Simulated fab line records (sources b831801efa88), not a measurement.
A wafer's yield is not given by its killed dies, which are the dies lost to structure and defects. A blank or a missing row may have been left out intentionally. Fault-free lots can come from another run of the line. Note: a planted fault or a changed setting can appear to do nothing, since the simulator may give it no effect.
Which of the tools did it? :: flow gf180mcu :: 6 lots, 18 wafers sampled, at 2 steps of a route of 602

== WHAT EACH GAUGE READ, for each wafer ==
GF_HV_LDD_TW_MEAS_38.
lot: L645
measured: day 12 02:59
on: filmMetro-01
HV_LDD_3_TW: 1433 1438 1440

lot: L648
measured: day 13 02:55
on: filmMetro-02
HV_LDD_3_TW: 1428 1439 1431

lot: L651
measured: day 14 00:43
on: filmMetro-04
HV_LDD_3_TW: 1538 1529 1542

lot: L653
measured: day 14 15:13
on: filmMetro-01
HV_LDD_3_TW: 1442 1432 1441

lot: L657
measured: day 16 04:07
on: filmMetro-04
HV_LDD_3_TW: 1535 1532 1534

lot: L665
measured: day 18 16:13
on: filmMetro-04
HV_LDD_3_TW: 1420 1429 1428

== EACH LOT AND THE TOOL THAT RAN IT (in order: tool; ch and the chambers of the sampled wafers; start) ==
lot: L645
GF_HV_LDD_IMPLANT_35: implanter-02 ch 0, day 12 02:36

lot: L648
GF_HV_LDD_IMPLANT_35: implanter-03 ch 0, day 13 02:31

lot: L651
GF_HV_LDD_IMPLANT_35: implanter-02 ch 0, day 14 00:00

lot: L653
GF_HV_LDD_IMPLANT_35: implanter-02 ch 0, day 14 14:50

lot: L657
GF_HV_LDD_IMPLANT_35: implanter-02 ch 0, day 16 03:24

lot: L665
GF_HV_LDD_IMPLANT_35: implanter-03 ch 0, day 18 15:49
- GF_HV_LDD_IMPLANT_35

== THE ANSWER, worked out from the rows above alone ==
Rule: usual is defined by the lots themselves. Put in order of their means at a reading, lots are off if they are a third of the lots or fewer, leave a main group of 4 or more, and stand apart from it by a gap of 3 or more times the standard deviation of the main group's means; of several such gaps the widest counts. The tables above print the reading to a certain number of digits; a main group whose means all agree to those digits is not used. A lot without any number at a reading at which 4 lots or more have one is off too. Any other lot the step has rows for is counted as sound.
Off: L651, L657, at GF_HV_LDD_TW_MEAS_38 (HV_LDD_3_TW). For the main group the mean is 1433 and the standard deviation 4.9.
If a tool, at a process step before that reading, ran all the lots that are off and no sound lot after the first of them, it fits. Those tools and the gauges at GF_HV_LDD_TW_MEAS_38 are tried in the same way. Of those tried, none fits.

== WHAT THE SIMULATOR PUT IN ==
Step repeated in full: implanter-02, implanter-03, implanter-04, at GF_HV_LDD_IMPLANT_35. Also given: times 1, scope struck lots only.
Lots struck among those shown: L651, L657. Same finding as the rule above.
